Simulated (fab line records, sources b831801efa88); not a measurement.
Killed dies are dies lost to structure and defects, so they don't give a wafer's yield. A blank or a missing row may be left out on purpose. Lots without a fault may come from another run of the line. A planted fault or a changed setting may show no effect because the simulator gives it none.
Chamber matching | flow sfq_line | SFQ_TRILAYER_I7_CMP_CMP_184 on cmp-02: 4 sister chambers
The step polishes SiO2. 14 wafers are shown with their chamber, then 7 later ones without.

WAFERS WITH THEIR CHAMBER
wafer  | chamber | motor_current_A (A) | head_pressure_psi (psi) | time_to_endpoint_s (s)
L929.4 | 2       | 9.2                 | 3.007                   | 217
L929.2 | 1       | 12.0                | 3.009                   | 214
L929.6 | 3       | 9.1                 | 2.999                   | 216
L933.2 | 1       | 11.5                | 2.996                   | 211
L933.4 | 0       | 10.4                | 3.001                   | 208
L933.6 | 3       | 9.3                 | 3.002                   | 219
L945.2 | 3       | 9.0                 | 3.017                   | 219
L945.3 | 1       | 10.9                | 3.001                   | 219
L945.6 | 3       | 8.8                 | 3.008                   | 222
L946.1 | 2       | 9.2                 | 3.003                   | 210
L946.4 | 3       | 9.5                 | 3.016                   | 223
L946.5 | 0       | 10.0                | 2.995                   | 215
L947.2 | 3       | 9.2                 | 3.000                   | 214
L947.3 | 0       | 9.9                 | 2.992                   | 214

SIGNATURES (means of the wafers above)
reading            | chamber 0 | chamber 1 | chamber 2 | chamber 3 | scatter within a chamber
motor_current_A    | 10.100    | 11.467    | 9.200     | 9.150     | 0.323
head_pressure_psi  | 2.99600   | 3.00200   | 3.00500   | 3.00700   | 0.00675
time_to_endpoint_s | 212.33    | 214.67    | 213.50    | 218.83    | 3.8
Rule: a wafer's distance from a chamber is the root of the sum, over the readings, of the square of ((its reading less the chamber's mean) divided by the reading's scatter). The wafer belongs to the nearest chamber; if the next one is less than 2 further off, it can't be placed. The scatter: the root of (the sum of the squares of (reading less its chamber's mean) over the shown wafers, divided by (wafers less chambers)).

WAFERS WITHOUT THEIR CHAMBER
wafer  | motor_current_A (A) | head_pressure_psi (psi) | time_to_endpoint_s (s)
L947.4 | 9.3                 | 3.011                   | 221
L949.3 | 8.8                 | 2.999                   | 217
L949.1 | 11.3                | 3.000                   | 221
L949.6 | 9.2                 | 3.000                   | 223
L950.2 | 11.4                | 3.008                   | 218
L950.5 | 9.4                 | 2.998                   | 229
L950.6 | 9.4                 | 2.988                   | 228

WHICH CHAMBER EACH WENT THROUGH
wafer  | from the rows above          | in truth
L947.4 | can't be placed: 3 or 2      | 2
L949.3 | can't be placed: 3 or 2      | 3
L949.1 | 1                            | 1
L949.6 | can't be placed: 3 or 2      | 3
L950.2 | 1                            | 1
L950.5 | can't be placed: 3 or 2 or 0 | 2
L950.6 | can't be placed: 3 or 2 or 0 | 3
Placed correctly: 2 of 7. Can't be placed from these rows: 5 (the true chamber is among the candidates in 5). Placed wrongly: 0.
